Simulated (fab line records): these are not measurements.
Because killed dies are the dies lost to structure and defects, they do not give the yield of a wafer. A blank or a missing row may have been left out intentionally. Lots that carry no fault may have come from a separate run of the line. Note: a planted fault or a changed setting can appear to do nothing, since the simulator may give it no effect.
8D (eight disciplines) problem report, filled in by code :: flow gf180mcu :: the parts of the form that need people (team, actions taken, sign-off) are left out

## 1. THE PROBLEM
cathode-dc-power-W at GF_TOP_METAL_SPUTTER_04 reads a mean of 5982.6 W on 9 wafers of 3 lots; wafers without a fault read 6500.0 W with a standard deviation of 1.2. That is -99 or more standard deviations from the usual mean.
The step: material TiN, target thk 25 nm, time 20.8 s.
First seen on wafer L679.1, day 29 08:06, on pvd-sputter-01. Wafers with a number at this step in the record: 21, from 7 lots. By rule, "out" or "out of limits" means more than 4 standard deviations away from the usual mean. The other wafers with a number count as sound.

## 2. WHAT IT IS AND WHAT IT IS NOT
question: which readings at this step
is: cathode-dc-power-W
is not: throttle-valve-pct

question: which lots
is: L679, L680, L682
is not: L676, L677, L691, L694

question: which wafers of those lots
is: all that have a number
is not: -

question: read on which tools
is: pvd-sputter-01
is not: pvd-sputter-02

question: when
is: from day 29 08:06
is not: up to then (6 sound wafers); but 6 sound wafers of L691, L694 came after

## 3. SUSPECTS, AND WHAT RULES EACH OUT
Counting: any tool at a process step up to the reading is kept as a suspect provided that every lot that is out went through it and no sound lot did after the first of them.
- pvd-sputter-01 at GF_TOP_METAL_SPUTTER_00 (material Ti, target thk 37.5 nm, time 150 s): ruled out as a lasting fault. Sound lots L694 ran on it after its first lot that is out, L679 (day 29 07:55).
- pvd-sputter-01 at GF_TOP_METAL_SPUTTER_04 (material TiN, target thk 25 nm, time 20.8 s): ruled out as a lasting fault. Sound lots L694 ran on it after its first lot that is out, L679 (day 29 08:06).
Left after counting: nothing in the record.

## 4. THE CAUSE (what the simulator had put in)
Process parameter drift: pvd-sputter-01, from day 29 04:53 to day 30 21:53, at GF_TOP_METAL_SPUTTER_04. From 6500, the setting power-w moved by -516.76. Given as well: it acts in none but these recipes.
Counting ruled it out, wrongly.

## 5. SEQUENCE OF EFFECTS, ordered by route
Rows list readings where the struck wafers' mean (over those with a number) sits beyond 3 standard deviations from the usual. Readings are gone through only where the record gives a usual standard deviation; hours: the median, over the lots, of the time from a lot's start at the first step in this table giving one to that lot's start at this step; sigmas: the change measured in usual standard deviations.
hours: 0
step: GF_TOP_METAL_SPUTTER_04
reading: cathode-dc-power-W
usual: 6500.0 W
on struck wafers: 5982.6
change: -517.4
sigmas: -99 or more
Its process steps:
- GF_TOP_METAL_SPUTTER_04: material TiN, target thk 25 nm, time 20.8 s.
At these later measuring or inspecting steps, every struck wafer for which the step has a row has a number for every such reading, and none has moved that far: GF_TOP_METAL_RS_MEAS_05, GF_TOP_METAL_THK_MEAS_06, GF_TOP_METAL_CD_MEAS_14, GF_TOP_METAL_OVL_MEAS_15.

## 6. WHAT WOULD HAVE CAUGHT IT SOONER
3 hours passed between the start of the fault at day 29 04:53 and the first reading out of limits in this record, taken at day 29 08:06.
